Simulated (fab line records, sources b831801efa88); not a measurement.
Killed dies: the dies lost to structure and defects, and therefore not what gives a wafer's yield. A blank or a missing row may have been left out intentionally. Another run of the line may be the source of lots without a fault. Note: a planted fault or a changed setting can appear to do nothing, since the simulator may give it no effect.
Check of tool commonality | flow gf180mcu | 11 lots and 33 wafers in the sample

THE REASON FOR OPENING IT
GF_NWELL_TW_MEAS_11, reading NWELL_TW: flagged on 2 of 11 lots. Wafers without a fault read 1573, standard deviation 20.
Rule: a lot is flagged in two cases, either no wafer of it has a number, or all its wafers with numbers fall more than 4 standard deviations from that mean. The other lots count as sound.

lot  | measured    | on            | NWELL_TW, wafer by wafer | flag
L566 | day 3 18:56 | film metro-03 | 1588 1600 1597           |
L568 | day 4 05:33 | film metro-02 | 1543 1545 1557           |
L569 | day 4 11:02 | film metro-02 | 1549 1538 1557           |
L570 | day 4 17:44 | film metro-02 | 1731 1727 1729           | FLAGGED
L573 | day 5 11:15 | film metro-01 | 1569 1577 1578           |
L574 | day 5 17:33 | film metro-01 | 1748 1747 1754           | FLAGGED
L576 | day 6 00:29 | film metro-02 | 1546 1538 1535           |
L578 | day 6 15:39 | film metro-03 | 1597 1587 1589           |
L579 | day 6 17:55 | film metro-01 | 1581 1575 1580           |
L581 | day 7 04:53 | film metro-01 | 1577 1584 1573           |
L587 | day 8 13:00 | film metro-03 | 1600 1589 1598           |
On average the flagged lots' numbers are 1739, which is +166 against the usual, or +8 standard deviations.

LOT BY LOT: THE TOOL USED
3 process steps preceding the reading are held in the record, out of 602 steps in the route. Every cell lists first the tool, next ch and the chambers used by the sampled wafers, and last the start.
lot  | flag    | GF_STI_STRIP_15                     | GF_DNWELL_COAT_02                | GF_DNWELL_STRIP_08
L566 |         | plasma asher-03 ch 0,1, day 2 11:26 | litho track-04 ch 0, day 2 22:22 | plasma asher-02 ch 1, day 3 05:19
L568 |         | plasma asher-03 ch 0,1, day 2 22:44 | litho track-03 ch 0, day 3 09:01 | plasma asher-03 ch 0,1, day 3 15:28
L569 |         | plasma asher-03 ch 0,1, day 3 03:11 | litho track-03 ch 0, day 3 13:43 | plasma asher-02 ch 0,1, day 3 20:50
L570 | FLAGGED | plasma asher-03 ch 0,1, day 3 08:32 | litho track-03 ch 0, day 3 20:40 | plasma asher-03 ch 0,1, day 4 04:19
L573 |         | plasma asher-03 ch 0,1, day 3 23:35 | litho track-04 ch 0, day 4 13:26 | plasma asher-04 ch 0,1, day 4 20:52
L574 | FLAGGED | plasma asher-02 ch 1, day 4 05:08   | litho track-03 ch 0, day 4 19:22 | plasma asher-03 ch 0,1, day 5 02:46
L576 |         | plasma asher-02 ch 0,1, day 4 14:55 | litho track-04 ch 0, day 5 02:16 | plasma asher-02 ch 0,1, day 5 09:34
L578 |         | plasma asher-02 ch 0,1, day 5 03:53 | litho track-04 ch 0, day 5 16:41 | plasma asher-04 ch 0,1, day 6 00:17
L579 |         | plasma asher-02 ch 0,1, day 5 06:47 | litho track-04 ch 0, day 5 19:13 | plasma asher-02 ch 0,1, day 6 02:49
L581 |         | plasma asher-03 ch 0,1, day 5 17:02 | litho track-02 ch 0, day 6 05:07 | plasma asher-03 ch 0,1, day 6 13:14
L587 |         | plasma asher-03 ch 0,1, day 7 00:38 | litho track-02 ch 0, day 7 12:55 | plasma asher-03 ch 0,1, day 7 20:49
These steps, and what they do:
- GF_STI_STRIP_15: strips in O2/N2.
- GF_DNWELL_COAT_02: resist thk 3000 nm.
- GF_DNWELL_STRIP_08: strips in O2/N2.
- GF_NWELL_TW_MEAS_11

FLAGGED AGAINST TOTAL, ONE TOOL AT A TIME (gauges that did the reading follow at the end)
step                | tool            | lots run | flagged | share of the flagged lots | sound lots run after its first flagged lot
GF_STI_STRIP_15     | plasma asher-02 | 4        | 1       | some                      | 3 (L576,L578,L579)
GF_STI_STRIP_15     | plasma asher-03 | 7        | 1       | some                      | 3 (L573,L581,L587)
GF_DNWELL_COAT_02   | litho track-02  | 2        | 0       | none                      | -
GF_DNWELL_COAT_02   | litho track-03  | 4        | 2       | all                       | 0
GF_DNWELL_COAT_02   | litho track-04  | 5        | 0       | none                      | -
GF_DNWELL_STRIP_08  | plasma asher-02 | 4        | 0       | none                      | -
GF_DNWELL_STRIP_08  | plasma asher-03 | 5        | 2       | all                       | 2 (L581,L587)
GF_DNWELL_STRIP_08  | plasma asher-04 | 2        | 0       | none                      | -
GF_NWELL_TW_MEAS_11 | film metro-01   | 4        | 1       | some                      | 2 (L579,L581)
GF_NWELL_TW_MEAS_11 | film metro-02   | 4        | 1       | some                      | 1 (L576)
GF_NWELL_TW_MEAS_11 | film metro-03   | 3        | 0       | none                      | -

THE TABLE: WHAT IT ALLOWS
Rows of the table that ran all the flagged lots, 2 in number: litho track-03 at GF_DNWELL_COAT_02; plasma asher-03 at GF_DNWELL_STRIP_08.
- litho track-03 at GF_DNWELL_COAT_02: 2 of its 4 lots flagged. Its last sound lot is L569 (day 3 13:43), its first flagged lot L570 (day 3 20:40): a fault that began between those two fits.
- plasma asher-03 at GF_DNWELL_STRIP_08: 2 of its 5 lots flagged. Sound lots ran on it after the first flagged one (L581, L587), which a lasting fault on the whole tool wouldn't allow. Its own readings lie more than 4 standard deviations out on every wafer of the flagged lots: strip time to endpoint s.
Left over: one tool, litho track-03 at GF_DNWELL_COAT_02.

WHAT WAS PUT IN BY THE SIMULATOR
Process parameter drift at GF_DNWELL_COAT_02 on litho track-03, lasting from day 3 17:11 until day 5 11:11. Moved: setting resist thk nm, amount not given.
Shown lots that were struck: L570, L574. The same result came from the rule above.
